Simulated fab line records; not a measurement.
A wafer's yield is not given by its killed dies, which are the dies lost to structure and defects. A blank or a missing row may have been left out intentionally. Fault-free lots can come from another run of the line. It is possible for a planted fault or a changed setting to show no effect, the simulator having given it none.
Matching of chambers / flow sky130 / 4 sister chambers for SKY_VIA2_ETCH_14 on rieDiel-01
The step etches BARC in N2/H2, stops on SiO2, time 45.9 s, target depth 60 nm. 18 wafers are shown with their chamber, then 9 later ones without.

## WAFERS WITH THEIR CHAMBER
wafer=L078.2; chamber=3; drypumpMotorCurrentA (A)=5.2; oesProductAu (a.u.)=0.857; throttleValvePct (%)=13.223
wafer=L078.3; chamber=2; drypumpMotorCurrentA (A)=6.4; oesProductAu (a.u.)=0.851; throttleValvePct (%)=13.222
wafer=L078.4; chamber=0; drypumpMotorCurrentA (A)=6.2; oesProductAu (a.u.)=0.854; throttleValvePct (%)=13.227
wafer=L079.2; chamber=2; drypumpMotorCurrentA (A)=6.4; oesProductAu (a.u.)=0.851; throttleValvePct (%)=13.222
wafer=L079.3; chamber=1; drypumpMotorCurrentA (A)=5.9; oesProductAu (a.u.)=0.856; throttleValvePct (%)=13.233
wafer=L079.5; chamber=1; drypumpMotorCurrentA (A)=5.9; oesProductAu (a.u.)=0.855; throttleValvePct (%)=13.214
wafer=L083.3; chamber=3; drypumpMotorCurrentA (A)=5.2; oesProductAu (a.u.)=0.851; throttleValvePct (%)=13.242
wafer=L083.4; chamber=1; drypumpMotorCurrentA (A)=5.9; oesProductAu (a.u.)=0.856; throttleValvePct (%)=13.229
wafer=L083.6; chamber=0; drypumpMotorCurrentA (A)=6.2; oesProductAu (a.u.)=0.862; throttleValvePct (%)=13.228
wafer=L084.1; chamber=2; drypumpMotorCurrentA (A)=6.5; oesProductAu (a.u.)=0.854; throttleValvePct (%)=13.232
wafer=L084.2; chamber=0; drypumpMotorCurrentA (A)=6.2; oesProductAu (a.u.)=0.851; throttleValvePct (%)=13.222
wafer=L084.5; chamber=0; drypumpMotorCurrentA (A)=6.2; oesProductAu (a.u.)=0.860; throttleValvePct (%)=13.235
wafer=L085.1; chamber=3; drypumpMotorCurrentA (A)=5.2; oesProductAu (a.u.)=0.858; throttleValvePct (%)=13.221
wafer=L085.3; chamber=2; drypumpMotorCurrentA (A)=6.5; oesProductAu (a.u.)=0.852; throttleValvePct (%)=13.241
wafer=L085.6; chamber=3; drypumpMotorCurrentA (A)=5.2; oesProductAu (a.u.)=0.855; throttleValvePct (%)=13.227
wafer=L089.1; chamber=0; drypumpMotorCurrentA (A)=6.2; oesProductAu (a.u.)=0.858; throttleValvePct (%)=13.225
wafer=L089.2; chamber=1; drypumpMotorCurrentA (A)=5.9; oesProductAu (a.u.)=0.856; throttleValvePct (%)=13.217
wafer=L089.4; chamber=3; drypumpMotorCurrentA (A)=5.2; oesProductAu (a.u.)=0.856; throttleValvePct (%)=13.229

SIGNATURES (averages over the wafers above)
reading=drypumpMotorCurrentA; chamber 0=6.200; chamber 1=5.900; chamber 2=6.450; chamber 3=5.200; scatter within a chamber=0.0267
reading=oesProductAu; chamber 0=0.85700; chamber 1=0.85575; chamber 2=0.85200; chamber 3=0.85540; scatter within a chamber=0.00288
reading=throttleValvePct; chamber 0=13.22740; chamber 1=13.22325; chamber 2=13.22925; chamber 3=13.22840; scatter within a chamber=0.00787
Rule: distance of a wafer from a chamber = root of the sum over the readings of ((wafer's reading minus chamber's mean) / reading's scatter) squared. If the next closest chamber is less than 2 further off than the closest, the wafer can't be placed; otherwise it belongs to the closest. The scatter is the square root of a quotient: the sum, over the shown wafers, of each reading's squared deviation from its chamber's mean, divided by wafers minus chambers.

## WAFERS WITH NO CHAMBER GIVEN
wafer=L090.1; drypumpMotorCurrentA (A)=6.5; oesProductAu (a.u.)=0.849; throttleValvePct (%)=13.228
wafer=L090.3; drypumpMotorCurrentA (A)=5.2; oesProductAu (a.u.)=0.859; throttleValvePct (%)=13.220
wafer=L090.6; drypumpMotorCurrentA (A)=6.5; oesProductAu (a.u.)=0.860; throttleValvePct (%)=13.216
wafer=L095.2; drypumpMotorCurrentA (A)=5.2; oesProductAu (a.u.)=0.848; throttleValvePct (%)=13.219
wafer=L095.4; drypumpMotorCurrentA (A)=6.5; oesProductAu (a.u.)=0.855; throttleValvePct (%)=13.220
wafer=L095.5; drypumpMotorCurrentA (A)=5.9; oesProductAu (a.u.)=0.852; throttleValvePct (%)=13.224
wafer=L096.1; drypumpMotorCurrentA (A)=5.9; oesProductAu (a.u.)=0.858; throttleValvePct (%)=13.233
wafer=L096.5; drypumpMotorCurrentA (A)=6.5; oesProductAu (a.u.)=0.861; throttleValvePct (%)=13.222
wafer=L096.6; drypumpMotorCurrentA (A)=5.2; oesProductAu (a.u.)=0.852; throttleValvePct (%)=13.227

## WHICH CHAMBER EACH WENT THROUGH
wafer=L090.1; from the rows above=2; in truth=2
wafer=L090.3; from the rows above=3; in truth=3
wafer=L090.6; from the rows above=2; in truth=2
wafer=L095.2; from the rows above=3; in truth=3
wafer=L095.4; from the rows above=2; in truth=2
wafer=L095.5; from the rows above=1; in truth=1
wafer=L096.1; from the rows above=1; in truth=1
wafer=L096.5; from the rows above=2; in truth=2
wafer=L096.6; from the rows above=3; in truth=3
Correct placement for 9 of the 9. Not placeable from these rows: 0. Wrongly placed: 0.
